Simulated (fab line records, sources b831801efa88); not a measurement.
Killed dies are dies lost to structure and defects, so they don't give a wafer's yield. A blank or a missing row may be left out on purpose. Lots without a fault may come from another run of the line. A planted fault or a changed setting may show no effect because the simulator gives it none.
fab line records | flow gf180mcu
record lots=12 wafers=36 last_day=34
route steps=602 shown MVSD@136 HV_LDD@209 CONTACT@311 V2@400
lots that met no fault: from a run of the same line without faults
start_h: hours from the record's first day to the start of the lot's first wafer shown | wait_h: hours since the lot's step before | " the same as in the row above | L1.1+2: a row that stands for several wafers | - no value, or no start given | * or withheld: withheld | < > ~ a bound
route shown NAME@n: a module of which the file shows steps, and the number in the route of the first | usual: mean/standard deviation of fault-free wafers | same: alike in all rows | chamber/n: place in a boat | sites: the reading at each site | _std_site: their standard deviation | _edge_site: outer sites' mean less inner sites' | radius_mm: how far each site lies from the wafer's centre | mask NAME#n: copy n | behind: the tool/chamber that last shaped the wafer | hold: why the lot was held/for how many hours/how that ended | device: the transistor (n, p or np) that didn't switch | end of line: the same wafers' tests at the end of the route | a step without rows: its recipe alone | killed: dies lost to structure and defects at the first sort, not the wafer's yield | map: a wafer's dies, x killed, . not, _ none there
set.NAME: the setting as run; set.NAME@STEP: as run at that earlier step | model.NAME: the simulator's own value behind a step, which no gauge read
steps of the route over a sample of lots; a table a step, a row a wafer
services: from which hour (start_h, from the record's first day; less than 0 if before it) a tool's chamber was out of use, for how many hours, and why
## steps
# step GF_VT_IMPLANT_RS_MEAS_46
# recipe thk_meas_gauge=four-point-probe
# usual MVSD_RS=456.7/0.95
# columns lot.wafer tool chamber start_h wait_h MVSD_RS[ohm/sq]
L791.2 film_metro-04 - 160.35 0.1 456.0
L791.3 " - " " 456.0
L791.4 " - " " 457.0
L793.2 film_metro-03 - 172.35 0.1 456.4
L793.4 " - " " 455.9
L793.5 " - " " 456.8
L794.2 film_metro-04 - 178.65 0.1 456.5
L794.3 " - " " 456.5
L794.6 " - " " 456.1
L795.3 film_metro-04 - 187.02 0.1 457.3
L795.4 " - " " 455.6
L795.6 " - " " 457.6
L796.2 film_metro-04 - 190.39 0.1 456.0
L796.3 " - " " 456.2
L796.5 " - " " 456.1
L797.3 film_metro-04 - 198.32 0.1 456.8
L797.4 " - " " 458.2
L797.6 " - " " 457.3
L798.2 film_metro-03 - 202.45 0.1 456.6
L798.3 " - " " 456.6
L798.4 " - " " 457.4
L799.1 film_metro-01 - 210.52 0.1 455.6
L799.2 " - " " 455.9
L799.6 " - " " 455.6
L806.1 film_metro-01 - 258.98 0.1 457.4
L806.3 " - " " 457.4
L806.4 " - " " 457.7
L810.1 film_metro-04 - 284.87 0.2 457.5
L810.3 " - " " 458.0
L810.5 " - " " 456.4
L811.1 film_metro-01 - 293.23 0.1 458.1
L811.3 " - " " 457.6
L811.5 " - " " 457.2
L813.1 film_metro-01 - 305.24 0.1 455.6
L813.3 " - " " 456.9
L813.6 " - " " 456.0
# step GF_HV_LDD_IMPLANT_33
# recipe species=P energy_kev=60 dose_cm2=7.5e+12 tilt_deg=30 rotation_deg=0
# usual beam_on_s=9.98/0.2 faraday_current_uA=42.4/0.84
# columns lot.wafer tool chamber start_h wait_h beam_on_s faraday_current_uA
L791.2 implanter-04 0 255.82 0.0 9.75 43.5
L791.3 " 0 " " 9.58 44.2
L791.4 " 0 " " 9.91 42.7
L793.2 implanter-04 0 272.57 0.0 9.98 42.3
L793.4 " 0 " " 10.02 42.4
L793.5 " 0 " " 9.92 42.6
L794.2 implanter-01 0 276.62 0.0 10.06 42.0
L794.3 " 0 " " 10.10 42.1
L794.6 " 0 " " 9.36 45.1
L795.3 implanter-04 0 288.89 0.1 10.23 41.6
L795.4 " 0 " " 10.16 41.9
L795.6 " 0 " " 9.89 42.8
L796.2 implanter-01 0 291.92 0.0 9.93 42.7
L796.3 " 0 " " 9.85 43.0
L796.5 " 0 " " 9.95 42.5
L797.3 implanter-01 0 301.45 0.1 10.22 41.7
L797.4 " 0 " " 9.69 43.8
L797.6 " 0 " " 10.46 40.6
L798.2 implanter-04 0 303.77 0.0 9.80 43.1
L798.3 " 0 " " 10.02 42.3
L798.4 " 0 " " 9.68 43.8
L799.1 implanter-02 0 314.58 0.0 10.08 41.9
L799.2 " 0 " " 10.07 42.1
L799.6 " 0 " " 10.10 41.6
L806.1 implanter-02 0 371.15 0.0 9.79 43.1
L806.3 " 0 " " 10.06 42.1
L806.4 " 0 " " 10.13 41.9
L810.1 implanter-01 0 401.45 0.0 8.19 51.6
L810.3 " 0 " " 8.36 50.9
L810.5 " 0 " " 8.49 49.8
L811.1 implanter-01 0 410.68 0.0 8.33 50.9
L811.3 " 0 " " 8.31 50.8
L811.5 " 0 " " 8.27 50.9
L813.1 implanter-04 0 422.34 0.0 10.04 42.1
L813.3 " 0 " " 10.14 41.8
L813.6 " 0 " " 10.36 40.6
# step GF_HV_LDD_TW_MEAS_38
# usual HV_LDD_3_TW=1430/8
# columns lot.wafer tool chamber start_h wait_h hold HV_LDD_3_TW
L791.2 film_metro-01 - 256.51 0.1 - 1418
L791.3 " - " " - 1410
L791.4 " - " " - 1424
L793.2 film_metro-01 - 273.25 0.1 - 1428
L793.4 " - " " - 1424
L793.5 " - " " - 1424
L794.2 film_metro-04 - 277.31 0.1 - 1438
L794.3 " - " " - 1430
L794.6 " - " " - 1438
L795.3 film_metro-04 - 289.56 0.1 - 1428
L795.4 " - " " - 1441
L795.6 " - " " - 1437
L796.2 film_metro-03 - 292.61 0.1 - 1438
L796.3 " - " " - 1429
L796.5 " - " " - 1442
L797.3 film_metro-03 - 302.12 0.1 - 1437
L797.4 " - " " - 1446
L797.6 " - " " - 1441
L798.2 film_metro-01 - 304.46 0.1 - 1421
L798.3 " - " " - 1414
L798.4 " - " " - 1417
L799.1 film_metro-01 - 315.28 0.1 - 1429
L799.2 " - " " - 1417
L799.6 " - " " - 1430
L806.1 film_metro-01 - 371.85 0.1 - 1426
L806.3 " - " " - 1430
L806.4 " - " " - 1413
L810.1 film_metro-03 - 402.15 0.1 - 1415
L810.3 " - " " - 1416
L810.5 " - " " - 1410
L811.1 film_metro-03 - 411.38 0.1 await_dispo/0.2h/release 1414
L811.3 " - " " await_dispo/0.2h/release 1414
L811.5 " - " " await_dispo/0.2h/release 1403
L811.1 film_metro-03 - 411.60 0.2 - 1406
L811.3 " - " " - 1413
L811.5 " - " " - 1408
L813.1 film_metro-01 - 423.04 0.1 - 1428
L813.3 " - " " - 1434
L813.6 " - " " - 1426
# step GF_HV_LDD_RS_MEAS_53
# recipe thk_meas_gauge=four-point-probe
# usual HV_LDD_RS=418.3/0.95
# columns lot.wafer tool chamber start_h wait_h HV_LDD_RS[ohm/sq]
L791.2 film_metro-04 - 276.84 0.1 418.1
L791.3 " - " " 418.0
L791.4 " - " " 418.9
L793.2 film_metro-04 - 293.28 0.1 417.7
L793.4 " - " " 417.8
L793.5 " - " " 417.4
L794.2 film_metro-03 - 297.23 0.1 418.1
L794.3 " - " " 416.3
L794.6 " - " " 418.2
L795.3 film_metro-04 - 309.71 0.1 419.7
L795.4 " - " " 419.2
L795.6 " - " " 420.3
L796.2 film_metro-03 - 315.60 0.1 418.2
L796.3 " - " " 419.0
L796.5 " - " " 417.6
L797.3 film_metro-04 - 323.21 0.1 419.6
L797.4 " - " " 419.1
L797.6 " - " " 418.4
L798.2 film_metro-04 - 325.80 0.1 418.2
L798.3 " - " " 417.8
L798.4 " - " " 418.6
L799.1 film_metro-03 - 336.48 0.1 419.1
L799.2 " - " " 418.1
L799.6 " - " " 417.5
L806.1 film_metro-04 - 395.07 0.1 418.8
L806.3 " - " " 418.4
L806.4 " - " " 418.9
L810.1 film_metro-03 - 426.46 0.1 421.4
L810.3 " - " " 420.4
L810.5 " - " " 421.1
L811.1 film_metro-04 - 436.05 0.1 420.8
L811.3 " - " " 420.6
L811.5 " - " " 420.7
L813.1 film_metro-04 - 447.57 0.1 418.3
L813.3 " - " " 417.8
L813.6 " - " " 418.1
# step GF_CONTACT_CVD_24
# recipe material=W target_thk_nm=300 time_s=90.339 temp_c=400 pressure_torr=40
# usual heater_power_w=913/160
# columns lot.wafer tool chamber start_h wait_h heater_power_w
L791.2 cvd_w-01 1 366.64 0.0 1125
L791.3 " 1 " " 1109
L791.4 " 0 " " 963
L793.2 cvd_w-01 0 384.35 0.0 946
L793.4 " 1 " " 1117
L793.5 " 0 " " 947
L794.2 cvd_w-01 1 389.26 0.0 1108
L794.3 " 1 " " 1120
L794.6 " 1 " " 1103
L795.3 cvd_w-01 1 402.41 0.1 1102
L795.4 " 0 " " 946
L795.6 " 1 " " 1100
L796.2 cvd_w-02 1 411.46 0.0 764
L796.3 " 0 " " 699
L796.5 " 0 " " 699
L797.3 cvd_w-02 1 418.77 0.1 762
L797.4 " 0 " " 701
L797.6 " 1 " " 762
L798.2 cvd_w-01 0 423.22 0.0 937
L798.3 " 1 " " 1115
L798.4 " 0 " " 966
L799.1 cvd_w-01 0 434.95 0.0 965
L799.2 " 1 " " 1115
L799.6 " 1 " " 1122
L806.1 cvd_w-02 0 496.88 0.0 696
L806.3 " 0 " " 677
L806.4 " 1 " " 763
L810.1 cvd_w-01 1 527.50 0.0 1112
L810.3 " 1 " " 1107
L810.5 " 0 " " 960
L811.1 cvd_w-01 0 538.20 0.0 942
L811.3 " 0 " " 937
L811.5 " 1 " " 1123
L813.1 cvd_w-02 0 548.20 0.0 711
L813.3 " 1 " " 774
L813.6 " 1 " " 772
# step GF_V2_STRIP_18
# recipe chemistry=O2/N2 power_w=1400 pressure_mtorr=1500 platen_temp_c=250 o2_flow_sccm=3000 n2_flow_sccm=300 overash_fraction=0.5
# usual drypump_motor_current_A=5.9/0.55 heater_power_w=325/23 oes_product_au=0.592/0.0048
# same overash_fraction=0.5
# columns lot.wafer tool chamber start_h wait_h drypump_motor_current_A heater_power_w oes_product_au rf_hours_counter_h
L791.2 plasma_asher-04 1 466.42 - 5.7 310 0.595 4
L791.3 " 1 " " 5.7 302 0.593 -
L791.4 " 0 " " 5.8 365 0.588 -
L793.2 plasma_asher-03 1 483.60 - 4.9 310 0.596 82
L793.4 " 0 " " 6.8 325 0.591 -
L793.5 " 0 " " 6.8 334 0.594 -
L794.2 plasma_asher-01 1 490.94 - 6.1 324 0.598 75
L794.3 " 1 " " 6.1 323 0.588 -
L794.6 " 0 " " 6.1 290 0.590 -
L795.3 plasma_asher-04 1 504.35 - 5.7 308 0.584 -
L795.4 " 0 " " 5.8 359 0.598 -
L795.6 " 0 " " 5.8 355 0.591 -
L796.2 plasma_asher-04 0 514.32 - 5.8 363 0.593 10
L796.3 " 1 " " 5.7 310 0.600 -
L796.5 " 0 " " 5.8 355 0.601 -
L797.3 plasma_asher-03 0 519.90 - 6.8 336 0.587 -
L797.4 " 1 " " 4.9 313 0.600 -
L797.6 " 0 " " 6.8 332 0.583 -
L798.2 plasma_asher-04 0 523.77 - 5.7 364 0.591 11
L798.3 " 1 " " 5.7 310 0.584 -
L798.4 " 0 " " 5.8 365 0.601 -
L799.1 plasma_asher-03 0 537.00 - 6.8 340 0.587 88
L799.2 " 1 " " 4.9 311 0.588 88
L799.6 " 0 " " 6.8 330 0.594 -
L806.1 plasma_asher-03 0 591.77 - 6.8 331 0.590 92
L806.3 " 1 " " 4.9 317 0.592 -
L806.4 " 0 " " 6.7 328 0.592 -
L810.1 plasma_asher-01 0 621.05 - 6.1 291 0.585 88
L810.3 " 0 " " 6.1 296 0.597 -
L810.5 " 1 " " 6.2 325 0.590 -
L811.1 plasma_asher-04 1 629.17 - 5.7 315 0.594 24
L811.3 " 0 " " 5.8 357 0.594 -
L811.5 " 0 " " 5.8 365 0.598 -
L813.1 plasma_asher-04 1 639.07 - 5.7 306 0.585 25
L813.3 " 0 " " 5.8 373 0.588 -
L813.6 " 1 " " 5.7 312 0.593 -
## services
# columns tool chamber start_h hours kind
plasma_asher-03 - 234.16 14.6 pm
cvd_w-02 1 251.50 10.1 repair
plasma_asher-04 - 314.95 6.7 repair
cvd_w-01 0 331.50 2.0 repair
implanter-04 - 343.07 5.1 repair
plasma_asher-04 - 343.83 1.7 repair
plasma_asher-04 - 345.50 17.3 pm
cvd_w-01 1 356.23 4.5 repair
implanter-04 - 364.46 31.1 pm
plasma_asher-03 - 364.73 4.5 repair
cvd_w-02 1 364.92 8.2 repair
cvd_w-02 - 390.00 14.0 pm
implanter-04 - 410.25 0.9 repair
plasma_asher-04 - 421.35 9.0 pm
cvd_w-02 1 445.50 9.1 repair
cvd_w-01 - 452.08 0.5 repair
cvd_w-01 1 483.52 9.4 repair
implanter-04 - 488.31 2.3 repair
implanter-04 - 531.87 2.6 repair
implanter-01 - 549.14 4.5 pm
implanter-04 - 566.13 4.0 pm
plasma_asher-04 - 569.61 1.5 repair
plasma_asher-04 - 626.89 0.6 repair
implanter-04 - 637.21 2.2 repair
## key
first_sign step=GF_HV_LDD_IMPLANT_33 reading=faraday_current_uA direction=up sigmas=10 usual=42.4 struck=50.8
effect step=GF_HV_LDD_IMPLANT_33 reading=beam_on_s direction=down sigmas=8.3 usual=9.98 struck=8.32
effect step=GF_HV_LDD_TW_MEAS_38 reading=visit direction=added
effect step=GF_HV_LDD_RS_MEAS_53 reading=HV_LDD_RS direction=up sigmas=2.6 usual=418.3 struck=420.8
met_at GF_HV_LDD_IMPLANT_33
struck_lots L810,L811
tester_left_out L810,L811
not_acting_at GF_VT_IMPLANT_RS_MEAS_46,GF_CONTACT_CVD_24,GF_V2_STRIP_18
onset_between 301.45 401.45
fault kind=process_parameter_drift tool=implanter-01 chamber=- onset_h=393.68 steps=GF_HV_LDD_IMPLANT_33 channel=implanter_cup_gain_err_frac offset=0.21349 shape=step end_h=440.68
# tester_left_out: of these lots the tester's yield and bins aren't shown, on N5 and GAA mostly nor the transistor test; their killed dies are dies lost to structure and defects alone, not to doping, threshold or leakage, so they don't give the yield
